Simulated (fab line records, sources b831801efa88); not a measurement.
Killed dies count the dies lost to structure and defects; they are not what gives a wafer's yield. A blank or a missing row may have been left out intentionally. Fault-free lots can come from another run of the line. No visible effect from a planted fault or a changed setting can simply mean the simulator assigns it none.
Comparing a struck lot with a sound one / flow gf180mcu / 17 out of 602 route steps
Sound: the wafers L400.1, L400.3, L400.5. Wafers struck: L411.1, L411.5, L411.6. The cause is named last.
At each step with rows: each side's tool, then ch and its chambers, then its first start. Under that, the readings that differ: sound wafers / struck wafers / difference of the means / sigmas: that difference in standard deviations of wafers without a fault.
alike: same words and numbers on both sides, and readings whose means sit less than 2 such deviations apart. not compared: any withheld reading, any reading some wafer has no value for, any bound like >300 that may hide the same value, and any number with overlapping values for which the record gives no deviation.
A row with sigmas, a row that says differs or no value, or rows on one side alone: a step with any of these is where the two part. Numbers that have no deviation but don't overlap get no sigmas and don't part them. Lack of a reading on every wafer of one side parts them only where that side has two or more wafers.

GF_VT_IMPLANT_OVL_MEAS_29:
  sound: overlay-01 at day 8 19:34; struck: overlay-01 at day 11 16:53
reading=VT_IMPLANT_02_OVL (nm); sound=-2.6 -3.2 -2.2; struck=0.8 1.0 -0.3; difference=+3.2; sigmas=+2
next, for these wafers, 1 step has no rows: GF_VT_IMPLANT_IMPLANT_30.
GF_VT_IMPLANT_STRIP_31: strips in O2/N2.
  sound on plasma asher-02 ch 0,1, day 8 19:46; struck on plasma asher-04 ch 0,1, day 11 17:04
reading=strip time to endpoint s (s); sound=12.61 12.58 12.56; struck=12.71 12.69 12.67; difference=+0.11; sigmas=+3
  alike: drypump motor current A, heater power w, oes product au
  not compared: rf hours counter h
GF_VT_IMPLANT_TW_MEAS_32:
  sound: film metro-01 at day 8 19:52; struck: film metro-04 at day 11 17:10
  alike: VT_IMPLANT_3_TW
then, 7 steps without rows for these wafers: GF_VT_IMPLANT_DEHYDRATE_33 (time 60 s); GF_VT_IMPLANT_HMDS_34 (prime time 60 s); GF_VT_IMPLANT_COAT_35 (resist thk 1000 nm); GF_VT_IMPLANT_SOFTBAKE_36 (time 60 s); GF_VT_IMPLANT_EXPOSE_37 (exposes mask Nwell HV AREA, target cd 860 nm); GF_VT_IMPLANT_PEB_38; GF_VT_IMPLANT_DEVELOP_39 (develop time 60 s).
GF_VT_IMPLANT_OVL_MEAS_40:
  sound: overlay-02 at day 9 12:53; struck: overlay-02 at day 12 12:20
  alike: VT_IMPLANT_03_OVL
GF_VT_IMPLANT_IMPLANT_41:
  sound on implanter-01 ch 0, day 9 12:56; struck on implanter-04 ch 0, day 12 12:22
reading=dose ions cm2; sound=1.0125e+12 1.0129e+12 1.0138e+12; struck=1.1358e+12 1.1341e+12 1.1352e+12; difference=+1.2197e+11; sigmas=+99 or more
reading=faraday current uA; sound=5.60 5.71 5.77; struck=6.33 6.46 6.55; difference=+0.75; sigmas=+7
GF_VT_IMPLANT_STRIP_42: strips in O2/N2.
  sound on plasma asher-03 ch 0,1, day 9 13:05; struck on plasma asher-03 ch 0,1, day 12 12:31
  alike: drypump motor current A, heater power w, oes product au, strip time to endpoint s
  not compared: rf hours counter h
GF_VT_IMPLANT_TW_MEAS_43:
  sound: film metro-02 at day 9 13:11; struck: film metro-01 at day 12 12:37
reading=VT_IMPLANT_4_TW; sound=693 689 688; struck=712 712 710; difference=+21; sigmas=+4
then, 1 step without rows for these wafers: GF_VT_IMPLANT_CLEAN_44 (cleans in SC1/SC2, time 150 s).
GF_PASSIVATION_PROBE_99:
  the record holds rows for the sound wafers here (prober-02, day 31 04:57) but none for the struck ones

== WHERE THEY PART ==
Last at GF_PASSIVATION_PROBE_99 as far as this record goes, first at GF_VT_IMPLANT_OVL_MEAS_29.

WHY: what had been put in by the simulator
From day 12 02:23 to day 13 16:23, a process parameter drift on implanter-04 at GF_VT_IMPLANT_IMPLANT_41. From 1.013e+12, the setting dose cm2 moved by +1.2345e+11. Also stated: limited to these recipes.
